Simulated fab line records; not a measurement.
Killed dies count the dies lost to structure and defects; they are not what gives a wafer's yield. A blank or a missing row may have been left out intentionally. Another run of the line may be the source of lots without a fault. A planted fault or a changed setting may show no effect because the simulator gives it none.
Chamber matching    flow sfq line    4 sister chambers for SFQ_TRILAYER_I3_VIA_BARC_OPEN_VIA_ETCH_121 on rie diel-03
The step etches BARC in O2, target depth 125 nm, time 41.7 s. 8 wafers are shown with their chamber, then 7 later ones without.

== WAFERS PAIRED WITH THEIR CHAMBERS ==
wafer   chamber  drypump motor current A (A)  bias w (W)
L887.3  0        6.1                          79.91
L888.2  1        6.8                          80.10
L892.6  2        6.4                          79.94
L896.1  1        6.8                          79.43
L896.3  3        5.8                          80.13
L896.4  2        6.4                          80.50
L902.2  3        5.8                          80.26
L902.3  0        6.2                          80.28

== WAFERS WHOSE CHAMBER IS MISSING ==
wafer   drypump motor current A (A)  bias w (W)
L902.6  6.4                          79.91
L904.1  5.8                          80.45
L904.4  6.8                          79.86
L904.5  6.8                          80.25
L909.1  6.1                          80.13
L909.3  6.4                          80.14
L909.5  6.8                          79.98

== THE CHAMBER EACH PASSED THROUGH ==
wafer   from the rows above  in truth
L902.6  2                    2
L904.1  3                    3
L904.4  1                    1
L904.5  1                    1
L909.1  0                    0
L909.3  2                    2
L909.5  1                    1
Placed correctly: 7 of 7. Number that these rows cannot place: 0. 0 placed wrongly.
How it was worked out, from the rows above alone: a wafer's distance from a chamber is the root of the sum, over the readings, of the square of ((its reading less the chamber's mean) divided by the reading's scatter). If the next closest chamber is less than 2 further off than the closest, the wafer can't be placed; otherwise it belongs to the closest. A chamber's mean is the mean of its shown wafers. The scatter: the root of (the sum of the squares of (reading less its chamber's mean) over the shown wafers, divided by (wafers less chambers)).
